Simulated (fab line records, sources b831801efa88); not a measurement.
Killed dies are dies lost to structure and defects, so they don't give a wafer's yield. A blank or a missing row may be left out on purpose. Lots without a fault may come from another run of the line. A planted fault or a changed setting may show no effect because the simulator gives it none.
A struck lot beside a sound one | flow sky130 | 20 steps out of a route of 708
Sound: wafers L424.2, L424.5, L424.6. Struck: wafers L428.2, L428.5, L428.6. The cause comes at the end.
At each step with rows: each side's tool, then ch and its chambers, then its first start. Under that, the readings that differ: sound wafers | struck wafers | difference of the means | sigmas: that difference in standard deviations of wafers without a fault.
alike: readings whose means differ by less than 2 such deviations, and words and numbers that are the same on both sides. not compared: withheld readings, readings that some wafer has no value for, bounds like >300 that may hide the same value, and numbers for which the record gives no deviation and whose values overlap.
The two part at a step that has a row with sigmas, a row that says differs or no value, or rows on one side only. Numbers that don't overlap but have no deviation are shown without sigmas and don't part them. A reading that every wafer of one side lacks parts them only if that side has two wafers or more.

SKY_RES_XHIGH_STRIP_08: strips in O2/N2.
  sound on plasma_asher-03 ch 0,1, day 27 15:12; struck on plasma_asher-03 ch 0,1, day 28 23:37
  alike: chamber_pressure_mTorr, drypump_motor_current_A, o2_flow_sccm, oes_product_au, strip_time_to_endpoint_s
  not compared: rf_hours_counter_h
SKY_RES_XHIGH_TW_MEAS_09:
  sound on film_metro-02, day 27 15:19; struck on film_metro-04, day 28 23:44
  alike: RES_XHIGH_TW
then, 7 steps without rows for these wafers: SKY_SD_N_DEHYDRATE_00 (time 60 s); SKY_SD_N_HMDS_01 (prime time 60 s); SKY_SD_N_COAT_02 (resist thk 1140 nm); SKY_SD_N_SOFTBAKE_03 (time 60 s); SKY_SD_N_EXPOSE_04 (exposes mask NSDM, target cd 380 nm); SKY_SD_N_PEB_05; SKY_SD_N_DEVELOP_06 (develop time 60 s).
SKY_SD_N_CD_MEAS_07: target cd 380 nm.
  sound on cd_sem-01, day 28 19:58; struck on cd_sem-02, day 30 04:40
  reading    | sound             | struck            | difference | sigmas
  cd_nm (nm) | 374.8 376.1 373.5 | 380.6 380.9 380.9 | +6.0       | +3
SKY_SD_N_OVL_MEAS_08:
  sound on overlay-02, day 28 20:05; struck on overlay-01, day 30 04:47
  alike: SD_N_OVL
then, 1 step without rows for these wafers: SKY_SD_N_IMPLANT_09.
SKY_SD_N_IMPLANT_10:
  sound on implanter-02 ch 0, day 28 20:17; struck on implanter-04 ch 0, day 30 05:18
  alike: faraday_current_uA
SKY_SD_N_STRIP_11: strips in O2/N2.
  sound on plasma_asher-02 ch 0,1, day 28 20:25; struck on plasma_asher-03 ch 0,1, day 30 05:25
  reading                      | sound             | struck            | difference | sigmas
  strip_time_to_endpoint_s (s) | 22.58 22.54 22.60 | 22.49 22.48 22.49 | -0.09      | -2
  alike: chamber_pressure_mTorr, drypump_motor_current_A, o2_flow_sccm, oes_product_au
  not compared: rf_hours_counter_h
SKY_SD_N_TW_MEAS_12:
  sound on film_metro-02, day 28 20:31; struck on film_metro-04, day 30 05:32
  reading | sound          | struck         | difference | sigmas
  SD_N_TW | 3913 3933 3950 | 4057 4051 4037 | +116       | +3
then, 1 step without rows for these wafers: SKY_SD_N_CLEAN_13 (cleans in SC1/SC2, time 150 s).
SKY_SD_N_RTA_14: time 2 s.
  sound on rtp_anneal-01 ch 0, day 28 20:38; struck on rtp_anneal-01 ch 0, day 30 06:02
  alike: lamp_power_pct, ramp_up_c_per_s, wafer_temp_C_max
SKY_SD_N_RS_MEAS_16: measures by four-point-probe.
  sound on film_metro-04, day 28 20:49; struck on film_metro-02, day 30 06:13
  reading          | sound             | struck            | difference | sigmas
  SD_N_RS (ohm/sq) | 68.78 68.61 68.72 | 65.81 65.80 65.74 | -2.92      | -17
SKY_SD_N_RS_MEAS_17: measures by four-point-probe.
  sound on film_metro-04, day 28 20:56; struck on film_metro-02, day 30 06:24
  alike: SD_P_RS
-- the record jumps here: 17 days lie between the struck wafers' starts before and after (it left off in module SD_N and takes up again in module PAD_OPEN, whose first step shown is number 708 of the route) --
SKY_PAD_OPEN_PROBE_99:
  sound on prober-01, day 46 10:50; struck on prober-01, day 47 11:08
  reading                                 | sound | struck      | difference | sigmas
  model.etest.sonos_uncharged.r_on_ohm_um | 813.7 | 790.6 782.5 | -27.2      |
  model.etest.res_ndiff.line_ohm_um       | 762.3 | 753.5 744.4 | -13.3      |
  model.etest.res_ndiff.rs_ohm_sq         | 118.9 | 117.4 118.7 | -0.8       |
  model.etest.res_ndiff_hv.rs_ohm_sq      | 113.5 | 111 111.4   | -2         |

WHERE THEY PART
First at SKY_SD_N_CD_MEAS_07; last, within this record, at SKY_SD_N_RS_MEAS_16. Later steps at which nothing parts them and some readings are alike: SKY_SD_N_RS_MEAS_17.

WHY: what the simulator had put in
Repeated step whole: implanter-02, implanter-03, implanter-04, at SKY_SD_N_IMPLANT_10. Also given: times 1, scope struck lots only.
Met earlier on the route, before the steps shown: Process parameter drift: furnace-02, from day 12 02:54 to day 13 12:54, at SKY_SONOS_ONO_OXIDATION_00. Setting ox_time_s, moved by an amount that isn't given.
